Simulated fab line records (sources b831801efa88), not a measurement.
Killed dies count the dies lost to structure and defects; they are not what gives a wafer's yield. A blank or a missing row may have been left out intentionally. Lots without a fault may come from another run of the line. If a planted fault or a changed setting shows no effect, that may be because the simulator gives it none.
The tool behind it: which one? || flow sky130 || 39 wafers from 13 lots sampled at 3 of the route's 708 steps

== WHAT THE GAUGES READ, wafer by wafer ==
SKY_LOCAL_INTERCONNECT_OVL_MEAS_12. Usual: for LOCAL_INTERCONNECT_OVL the level is -3 nm and the standard deviation is 5.9.
{"lot": "L690", "measured": "day 30 03:53", "on": "overlay-02", "LOCAL_INTERCONNECT_OVL (nm)": "-5 -6 -7", "flag": ""}
{"lot": "L693", "measured": "day 31 08:08", "on": "overlay-02", "LOCAL_INTERCONNECT_OVL (nm)": "-3 -7 2", "flag": ""}
{"lot": "L694", "measured": "day 31 17:11", "on": "overlay-02", "LOCAL_INTERCONNECT_OVL (nm)": "2 -5 -1", "flag": ""}
{"lot": "L695", "measured": "day 32 05:08", "on": "overlay-02", "LOCAL_INTERCONNECT_OVL (nm)": "2 -1 -6", "flag": ""}
{"lot": "L697", "measured": "day 32 22:55", "on": "overlay-01", "LOCAL_INTERCONNECT_OVL (nm)": "-11 -10 -9", "flag": ""}
{"lot": "L698", "measured": "day 33 06:20", "on": "overlay-01", "LOCAL_INTERCONNECT_OVL (nm)": "-7 -2 -6", "flag": ""}
{"lot": "L699", "measured": "day 33 09:02", "on": "overlay-01", "LOCAL_INTERCONNECT_OVL (nm)": "0 -2 3", "flag": ""}
{"lot": "L700", "measured": "day 33 19:53", "on": "overlay-01", "LOCAL_INTERCONNECT_OVL (nm)": "1 6 12", "flag": ""}
{"lot": "L706", "measured": "day 35 11:53", "on": "overlay-02", "LOCAL_INTERCONNECT_OVL (nm)": "-6 -4 -8", "flag": ""}
{"lot": "L709", "measured": "day 36 14:23", "on": "overlay-01", "LOCAL_INTERCONNECT_OVL (nm)": "2 1 1", "flag": ""}
{"lot": "L711", "measured": "day 37 12:38", "on": "overlay-02", "LOCAL_INTERCONNECT_OVL (nm)": "-1 -4 -3", "flag": ""}
{"lot": "L712", "measured": "day 37 16:08", "on": "overlay-02", "LOCAL_INTERCONNECT_OVL (nm)": "-18 -10 -12", "flag": ""}
{"lot": "L713", "measured": "day 37 21:01", "on": "overlay-02", "LOCAL_INTERCONNECT_OVL (nm)": "-2 -1 2", "flag": ""}

SKY_CONTACT_THK_MEAS_01. Usual: for CONTACT_CVD_00_THK the level is 74.8 nm and the standard deviation is 0.92.
{"lot": "L690", "measured": "day 30 05:01", "on": "filmMetro-01", "CONTACT_CVD_00_THK (nm)": "74.7 76.7 76.3", "flag": ""}
{"lot": "L693", "measured": "day 31 08:55", "on": "filmMetro-01", "CONTACT_CVD_00_THK (nm)": "73.5 73.1 75.2", "flag": ""}
{"lot": "L694", "measured": "day 31 18:02", "on": "filmMetro-04", "CONTACT_CVD_00_THK (nm)": "73.2 73.6 75.1", "flag": ""}
{"lot": "L695", "measured": "day 32 05:56", "on": "filmMetro-01", "CONTACT_CVD_00_THK (nm)": "73.6 74.8 74.3", "flag": ""}
{"lot": "L697", "measured": "day 32 23:49", "on": "filmMetro-02", "CONTACT_CVD_00_THK (nm)": "75.1 74.9 75.7", "flag": ""}
{"lot": "L698", "measured": "day 33 07:17", "on": "filmMetro-02", "CONTACT_CVD_00_THK (nm)": "74.2 76.0 75.6", "flag": ""}
{"lot": "L699", "measured": "day 33 09:56", "on": "filmMetro-01", "CONTACT_CVD_00_THK (nm)": "73.0 72.7 73.5", "flag": ""}
{"lot": "L700", "measured": "day 33 20:46", "on": "filmMetro-02", "CONTACT_CVD_00_THK (nm)": "74.2 73.2 74.2", "flag": ""}
{"lot": "L706", "measured": "day 35 12:41", "on": "filmMetro-02", "CONTACT_CVD_00_THK (nm)": "74.0 91.9 75.3 74.0 91.9 75.3", "flag": "OFF"}
{"lot": "L709", "measured": "day 36 15:11", "on": "filmMetro-01", "CONTACT_CVD_00_THK (nm)": "73.4 73.9 74.5", "flag": ""}
{"lot": "L711", "measured": "day 37 13:29", "on": "filmMetro-01", "CONTACT_CVD_00_THK (nm)": "74.5 75.0 77.3", "flag": ""}
{"lot": "L712", "measured": "day 37 17:20", "on": "filmMetro-01", "CONTACT_CVD_00_THK (nm)": "74.8 75.4 76.4", "flag": ""}
{"lot": "L713", "measured": "day 37 21:52", "on": "filmMetro-04", "CONTACT_CVD_00_THK (nm)": "74.3 74.4 76.1", "flag": ""}

== EACH LOT AND THE TOOL THAT RAN IT (in order: tool; ch and the chambers of the sampled wafers; start) ==
{"lot": "L690", "SKY_CONTACT_CVD_00": "pecvd-03 ch 0,1,2, day 30 04:58"}
{"lot": "L693", "SKY_CONTACT_CVD_00": "pecvd-01 ch 0,1,2, day 31 08:53"}
{"lot": "L694", "SKY_CONTACT_CVD_00": "pecvd-04 ch 0,1,2, day 31 18:00"}
{"lot": "L695", "SKY_CONTACT_CVD_00": "pecvd-03 ch 1,2, day 32 05:55"}
{"lot": "L697", "SKY_CONTACT_CVD_00": "pecvd-04 ch 0,1, day 32 23:47"}
{"lot": "L698", "SKY_CONTACT_CVD_00": "pecvd-03 ch 2, day 33 07:14"}
{"lot": "L699", "SKY_CONTACT_CVD_00": "pecvd-04 ch 0,1,2, day 33 09:53"}
{"lot": "L700", "SKY_CONTACT_CVD_00": "pecvd-01 ch 1,2, day 33 20:44"}
{"lot": "L706", "SKY_CONTACT_CVD_00": "pecvd-03 ch 0,2, day 35 12:38"}
{"lot": "L709", "SKY_CONTACT_CVD_00": "pecvd-04 ch 0,2, day 36 15:09"}
{"lot": "L711", "SKY_CONTACT_CVD_00": "pecvd-01 ch 1,2, day 37 13:26"}
{"lot": "L712", "SKY_CONTACT_CVD_00": "pecvd-04 ch 0,1, day 37 17:16"}
{"lot": "L713", "SKY_CONTACT_CVD_00": "pecvd-01 ch 0,1,2, day 37 21:49"}
- SKY_CONTACT_CVD_00: deposits Si3N4, target thk 75 nm.

== AS READ BY THE TOOLS THEMSELVES (means over the sampled wafers that have a number; for cases with no such wafer, the mark the record gives instead) ==
SKY_CONTACT_CVD_00. Usual: heaterPowerW at 696 W, with a standard deviation of 90.
{"lot": "L690", "tool": "pecvd-03", "heaterPowerW (W)": 720, "flag": ""}
{"lot": "L693", "tool": "pecvd-01", "heaterPowerW (W)": 614, "flag": ""}
{"lot": "L694", "tool": "pecvd-04", "heaterPowerW (W)": 765, "flag": ""}
{"lot": "L695", "tool": "pecvd-03", "heaterPowerW (W)": 712, "flag": ""}
{"lot": "L697", "tool": "pecvd-04", "heaterPowerW (W)": 688, "flag": ""}
{"lot": "L698", "tool": "pecvd-03", "heaterPowerW (W)": 782, "flag": ""}
{"lot": "L699", "tool": "pecvd-04", "heaterPowerW (W)": 708, "flag": ""}
{"lot": "L700", "tool": "pecvd-01", "heaterPowerW (W)": 606, "flag": ""}
{"lot": "L706", "tool": "pecvd-03", "heaterPowerW (W)": 743, "flag": ""}
{"lot": "L709", "tool": "pecvd-04", "heaterPowerW (W)": 713, "flag": ""}
{"lot": "L711", "tool": "pecvd-01", "heaterPowerW (W)": 566, "flag": ""}
{"lot": "L712", "tool": "pecvd-04", "heaterPowerW (W)": 772, "flag": ""}
{"lot": "L713", "tool": "pecvd-01", "heaterPowerW (W)": 660, "flag": ""}

== THE ANSWER, worked out from the rows above alone ==
Rule: lot off if the mean of its wafers having a number is beyond 3 standard deviations from the usual mean. Also off: a lot with no number at a reading for which 4 or more lots have one. All remaining lots with rows at the step are treated as sound. Order of review: gauges by route order, followed by the tools' own readings, for which a lot's mean as printed above is used. At the first step where some lot is off, the reading lying furthest off is the one used; lots without a number count as furthest.
Off: at SKY_CONTACT_THK_MEAS_01 (CONTACT_CVD_00_THK), L706.
A tool fits if, at a process step before that reading, it ran every lot that is off, and no sound lot after the first of them. The gauges at SKY_CONTACT_THK_MEAS_01 are tried like those tools. Can't be told from this: 2 tools fit, pecvd-03 at SKY_CONTACT_CVD_00, filmMetro-02 at SKY_CONTACT_THK_MEAS_01.

== WHAT THE SIMULATOR HAD INSERTED ==
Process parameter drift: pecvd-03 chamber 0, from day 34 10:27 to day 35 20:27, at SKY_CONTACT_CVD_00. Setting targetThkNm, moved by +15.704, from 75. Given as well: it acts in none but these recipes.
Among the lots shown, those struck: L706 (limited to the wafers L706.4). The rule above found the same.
